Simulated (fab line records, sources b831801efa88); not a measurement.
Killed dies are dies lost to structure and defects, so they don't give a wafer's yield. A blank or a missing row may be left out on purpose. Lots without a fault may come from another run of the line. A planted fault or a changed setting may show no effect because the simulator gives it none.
Problem report in the 8D (eight disciplines) form, filled by code | flow sfq_line | the parts of the form that need people (team, actions taken, sign-off) are left out

1. THE PROBLEM
thk_nm at SFQ_TRILAYER_I7_METRO_MEASURE_185 reads a mean of 250.0 nm on 2 wafers of 2 lots; wafers without a fault read 200.4 nm with a standard deviation of 1.1. That is +45 standard deviations from the usual mean.
First seen on wafer L901.5, day 86 02:13, on film_metro-01. The record holds 41 wafers of 14 lots with a number at this step. Rule for "out", or "out of limits": more than 4 standard deviations from the usual mean. The other wafers with a number count as sound.

2. WHAT IT IS AND WHAT IT IS NOT
question                    | is                           | is not
which readings at this step | thk_nm                       | -
which lots                  | L901, L902                   | L888, L889, L890, L891, L892, L893, L894, L895, L905, L906, L909, L910
which wafers of those lots  | L901.5, L902.5               | L901.3, L902.1, L902.2
read on which tools         | film_metro-01, film_metro-03 | film_metro-02
when                        | from day 86 02:13            | up to then (25 sound wafers); but 14 sound wafers of L902, L905, L906, L909, L910 came after

3. SUSPECTS, AND WHAT RULES EACH OUT
Counting: a tool at a process step up to the reading stays a suspect if it ran every lot that is out. Sound lots after the first of them don't rule it out here, since some wafers of a struck lot are sound.
- cmp-02 at SFQ_TRILAYER_I7_CMP_CMP_184 (polishes SiO2): kept. It ran every lot that is out, first L901 (day 85 23:12); its last sound lot up to then is L895 (day 77 21:48).
Left after counting: cmp-02 at SFQ_TRILAYER_I7_CMP_CMP_184.

4. THE CAUSE (what the simulator had put in)
Process parameter drift: cmp-02, from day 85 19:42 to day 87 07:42, at SFQ_TRILAYER_I7_CMP_CMP_184. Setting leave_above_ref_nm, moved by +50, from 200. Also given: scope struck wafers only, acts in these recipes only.
Counting left only this tool.

5. THE CHAIN OF EFFECTS, in route order
Each row: a reading whose mean over the struck wafers that have a number lies more than 3 standard deviations from the usual. Only readings for which the record gives a usual standard deviation are gone through. hours: the time from each lot's start at the first step in this table that gives one to its start at this step, as a median over the lots. sigmas: the change in usual standard deviations.
hours | step                                  | reading        | usual      | on struck wafers | change | sigmas
0     | SFQ_TRILAYER_I7_METRO_MEASURE_185     | thk_nm         | 200.4 nm   | 250.0            | +49.6  | +45
4     | SFQ_TRILAYER_I7_VIA_ETCH_VIA_ETCH_190 | oes_product_au | 0.856 a.u. | 0.973            | +0.117 | +23
The process steps in it:
- SFQ_TRILAYER_I7_METRO_MEASURE_185
- SFQ_TRILAYER_I7_VIA_ETCH_VIA_ETCH_190: etches SiO2 in CHF3, stops on Nb, target depth 260 nm.

6. WHAT WOULD HAVE CAUGHT IT SOONER
In this record the first reading out of limits was taken at day 86 02:13, 7 hours after the fault began at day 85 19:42.
Of the tool readings at SFQ_TRILAYER_I7_CMP_CMP_184 for which the record gives a usual standard deviation, none was out on any struck wafer, so an alarm limit of 4 standard deviations on them would not have fired.
Of the lots that are out (2), L902 began SFQ_TRILAYER_I7_CMP_CMP_184 on cmp-02 after day 86 02:13. A hold on the tool at that time would have spared it.
